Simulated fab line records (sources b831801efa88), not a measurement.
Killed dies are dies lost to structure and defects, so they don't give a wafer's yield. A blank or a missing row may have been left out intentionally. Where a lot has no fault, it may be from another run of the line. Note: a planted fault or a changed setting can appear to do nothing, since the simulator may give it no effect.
Split-lot study / flow sky130 / on a route of 708 steps: 5 lots, 23 wafers read

== ABOUT THE SPLIT ==
At SKY_METAL1_DEVELOP_14 (develop time 60 s), the setting develop time s was moved away from the recipe's 60 s on 10 of the 23 wafers read, by -12.9% to +7.7%. For the rest of the wafers, this setting stayed at what the recipe calls for.

There is no step in the file separating the split from the reading.

== THE READING ==
At SKY_METAL1_CD_MEAS_15: cd nm in nanometres, against a target cd of 140 nm. On this fab line, fault-free wafers typically give 140.3 nm with a standard deviation of 1.3 nm.

wafer=L079.1; tool, chamber at the split=litho track-01, 0; develop time s as run, s=55.3; against the recipe=-7.8%; cd nm, nm=142.3; against lot-mates on the recipe=+2.0
wafer=L079.2; tool, chamber at the split=litho track-01, 0; develop time s as run, s=60; against the recipe=recipe; cd nm, nm=140.8; against lot-mates on the recipe=-
wafer=L079.3; tool, chamber at the split=litho track-01, 0; develop time s as run, s=60; against the recipe=recipe; cd nm, nm=140.2; against lot-mates on the recipe=-
wafer=L079.4; tool, chamber at the split=litho track-01, 0; develop time s as run, s=55.3; against the recipe=-7.8%; cd nm, nm=142.2; against lot-mates on the recipe=+1.9
wafer=L079.6; tool, chamber at the split=litho track-01, 0; develop time s as run, s=60; against the recipe=recipe; cd nm, nm=139.8; against lot-mates on the recipe=-
wafer=L077.1; tool, chamber at the split=litho track-04, 0; develop time s as run, s=60; against the recipe=recipe; cd nm, nm=137.5; against lot-mates on the recipe=-
wafer=L077.2; tool, chamber at the split=litho track-04, 0; develop time s as run, s=60; against the recipe=recipe; cd nm, nm=140.0; against lot-mates on the recipe=-
wafer=L077.3; tool, chamber at the split=litho track-04, 0; develop time s as run, s=52.28; against the recipe=-12.9%; cd nm, nm=143.3; against lot-mates on the recipe=+3.9
wafer=L077.5; tool, chamber at the split=litho track-04, 0; develop time s as run, s=52.28; against the recipe=-12.9%; cd nm, nm=142.4; against lot-mates on the recipe=+3.0
wafer=L077.6; tool, chamber at the split=litho track-04, 0; develop time s as run, s=60; against the recipe=recipe; cd nm, nm=140.7; against lot-mates on the recipe=-
wafer=L080.1; tool, chamber at the split=litho track-04, 0; develop time s as run, s=60; against the recipe=recipe; cd nm, nm=139.2; against lot-mates on the recipe=-
wafer=L080.2; tool, chamber at the split=litho track-04, 0; develop time s as run, s=64.6; against the recipe=+7.7%; cd nm, nm=137.5; against lot-mates on the recipe=-1.6
wafer=L080.4; tool, chamber at the split=litho track-04, 0; develop time s as run, s=60; against the recipe=recipe; cd nm, nm=139.1; against lot-mates on the recipe=-
wafer=L080.5; tool, chamber at the split=litho track-04, 0; develop time s as run, s=64.6; against the recipe=+7.7%; cd nm, nm=137.2; against lot-mates on the recipe=-1.9
wafer=L080.6; tool, chamber at the split=litho track-04, 0; develop time s as run, s=64.6; against the recipe=+7.7%; cd nm, nm=138.3; against lot-mates on the recipe=-0.8
wafer=L084.1; tool, chamber at the split=litho track-02, 0; develop time s as run, s=60; against the recipe=recipe; cd nm, nm=139.1; against lot-mates on the recipe=-
wafer=L084.3; tool, chamber at the split=litho track-02, 0; develop time s as run, s=54.9; against the recipe=-8.5%; cd nm, nm=142.0; against lot-mates on the recipe=+3.1
wafer=L084.4; tool, chamber at the split=litho track-02, 0; develop time s as run, s=54.9; against the recipe=-8.5%; cd nm, nm=141.8; against lot-mates on the recipe=+2.9
wafer=L084.5; tool, chamber at the split=litho track-02, 0; develop time s as run, s=60; against the recipe=recipe; cd nm, nm=138.8; against lot-mates on the recipe=-
wafer=L084.6; tool, chamber at the split=litho track-02, 0; develop time s as run, s=54.9; against the recipe=-8.5%; cd nm, nm=142.3; against lot-mates on the recipe=+3.4
wafer=L085.3; tool, chamber at the split=litho track-02, 0; develop time s as run, s=60; against the recipe=recipe; cd nm, nm=139.0; against lot-mates on the recipe=-
wafer=L085.4; tool, chamber at the split=litho track-02, 0; develop time s as run, s=60; against the recipe=recipe; cd nm, nm=137.1; against lot-mates on the recipe=-
wafer=L085.5; tool, chamber at the split=litho track-02, 0; develop time s as run, s=60; against the recipe=recipe; cd nm, nm=139.4; against lot-mates on the recipe=-

THE FIT
A straight line over all 23 wafers: cd nm changes by -0.281 nm for each +1% of develop time s; r = -0.88; the points scatter about the line by 0.9 nm.
The same after taking each lot's own level away (the mean of its wafers on the recipe; 23 wafers): -0.266 nm for each +1%; r = -0.90; scatter 0.78 nm.
Per that fit: largest develop time s move, reading shift of 3.4 nm.
From 138.50 to 140.27 nm: that is the span of the lots' own levels, equal to 1.4 times the standard deviation above.
The two slopes are in agreement: the lot-to-lot level therefore moves the slope only a little.
Check: for one of the wafers moved furthest among these (-12.9%), held out of the fit, the line's prediction against its lot-mates is +3.51 nm. It came out at +3.9 nm against them.

== OTHER SPLITS APPLIED TO THESE WAFERS ==
These wafers also went through other splits before the reading. Each is held against what the fit with the lots' levels taken away leaves over:
other split on the same wafers=SKY_METAL1_SPUTTER_02 chamber pressure pa; wafers away from the commonest value=18; r with cd nm (lot level and that fit taken away)=+0.04

== FILE'S OWN FIT ==
cd nm changes by -0.271 nm for each +1% of develop time s, r = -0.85.
